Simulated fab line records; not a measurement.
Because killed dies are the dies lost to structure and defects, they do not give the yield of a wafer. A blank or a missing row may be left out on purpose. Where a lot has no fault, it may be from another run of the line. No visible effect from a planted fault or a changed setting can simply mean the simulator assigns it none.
Check for tools in common ; flow sky130 ; Sampled: 12 lots, 42 wafers

== REASON IT WAS OPENED ==
2 of 12 lots carry a flag on the reading POLY_GATE_OXIDATION_THK at SKY_POLY_GATE_THK_MEAS_21. No-fault wafers: 3.98 nm, standard deviation 0.076.
Rule: a lot gets a flag if all its wafers with a number sit over 4 standard deviations from that mean, or if no wafer of it has a number. The rest of the lots are taken to be sound.

lot;measured;on;POLY_GATE_OXIDATION_THK (nm), wafer by wafer;flag
L445;day 17 10:35;film-metro-04;4.05 3.97 4.01;
L447;day 18 05:34;film-metro-03;3.86 3.96 3.94;
L448;day 18 07:23;film-metro-04;3.93 3.95 3.99;
L449;day 18 20:07;film-metro-03;3.89 3.97 3.95;
L450;day 19 07:56;film-metro-03;3.75 3.78 3.84;
L451;day 19 10:43;film-metro-03;4.00 4.05 3.94;
L452;day 20 14:26;film-metro-01;4.00 4.02 4.04;
L456;day 21 15:01;film-metro-01;3.26 3.30 3.31 3.33 3.30 3.36;FLAGGED
L459;day 22 09:43;film-metro-04;3.41 3.41 3.36 3.42 3.41 3.38;FLAGGED
L464;day 24 01:32;film-metro-04;3.95 3.96 4.06;
L466;day 25 05:08;film-metro-03;4.05 4.00 3.94;
L465;day 25 05:31;film-metro-04;3.91 3.97 3.99;
Average over the flagged lots: 3.35 nm; offset from the usual -0.63 nm, equal to -8 standard deviations.

== EACH LOT AND THE TOOL IT RAN ON ==
The record holds 2 process steps before the reading, out of a route of 708 steps. Read each cell as the tool, then ch plus the chambers that the sampled wafers visited, then the start.
lot;flag;SKY_POLY_GATE_ETCH_17;SKY_POLY_GATE_OXIDATION_20
L445;;rie-si-02 ch 0,2,3, day 17 06:50;furnace-01 ch 0, day 17 09:20
L447;;rie-si-02 ch 1,2, day 18 03:34;furnace-02 ch 0, day 18 04:18
L448;;rie-si-01 ch 0,1,2, day 18 05:56;furnace-02 ch 0, day 18 06:08
L449;;rie-si-02 ch 0,2,3, day 18 17:47;furnace-01 ch 0, day 18 18:52
L450;;rie-si-02 ch 1,2,3, day 19 05:55;furnace-02 ch 0, day 19 06:40
L451;;rie-si-02 ch 1,2,3, day 19 09:13;furnace-01 ch 0, day 19 09:27
L452;;rie-si-02 ch 2,3, day 20 12:23;furnace-02 ch 0, day 20 13:11
L456;FLAGGED;rie-si-02 ch 1,3, day 21 13:32;furnace-01 ch 0, day 21 13:45
L459;FLAGGED;rie-si-01 ch 0,2,3, day 22 08:16;furnace-01 ch 0, day 22 08:28
L464;;rie-si-01 ch 1,2, day 24 00:05;furnace-02 ch 0, day 24 00:17
L466;;rie-si-02 ch 0,2, day 25 03:41;furnace-01 ch 0, day 25 03:53
L465;;rie-si-01 ch 0,2,3, day 25 04:02;furnace-02 ch 0, day 25 04:14
These steps, and what they do:
- SKY_POLY_GATE_ETCH_17: etches poly-Si in HBr/Cl2, stops on SiO2, target depth 180 nm, time 70.5 s.
- SKY_POLY_GATE_OXIDATION_20: stabilise 600 s, purge 300 s, target thk 4 nm.
- SKY_POLY_GATE_THK_MEAS_21

== FLAGGED AGAINST TOTAL, ONE TOOL AT A TIME (gauges that did the reading follow at the end) ==
step;tool;lots run;flagged;share of the flagged lots;sound lots run after its first flagged lot
SKY_POLY_GATE_ETCH_17;rie-si-01;4;1;some;2 (L464,L465)
SKY_POLY_GATE_ETCH_17;rie-si-02;8;1;some;1 (L466)
SKY_POLY_GATE_OXIDATION_20;furnace-01;6;2;all;1 (L466)
SKY_POLY_GATE_OXIDATION_20;furnace-02;6;0;none;-
SKY_POLY_GATE_THK_MEAS_21;film-metro-01;2;1;some;0
SKY_POLY_GATE_THK_MEAS_21;film-metro-03;5;0;none;-
SKY_POLY_GATE_THK_MEAS_21;film-metro-04;5;1;some;2 (L464,L465)

== WHAT THE TABLE ALLOWS ==
1 row of the table ran every flagged lot: furnace-01 at SKY_POLY_GATE_OXIDATION_20.
- furnace-01 at SKY_POLY_GATE_OXIDATION_20: 2 of its 6 lots flagged. After the first flagged lot (L466), sound lots still ran on it; a lasting fault on the whole tool would not permit that.
No row of the table ran every flagged lot and no sound lot after the first.

== WHAT THE SIMULATOR HAD INSERTED ==
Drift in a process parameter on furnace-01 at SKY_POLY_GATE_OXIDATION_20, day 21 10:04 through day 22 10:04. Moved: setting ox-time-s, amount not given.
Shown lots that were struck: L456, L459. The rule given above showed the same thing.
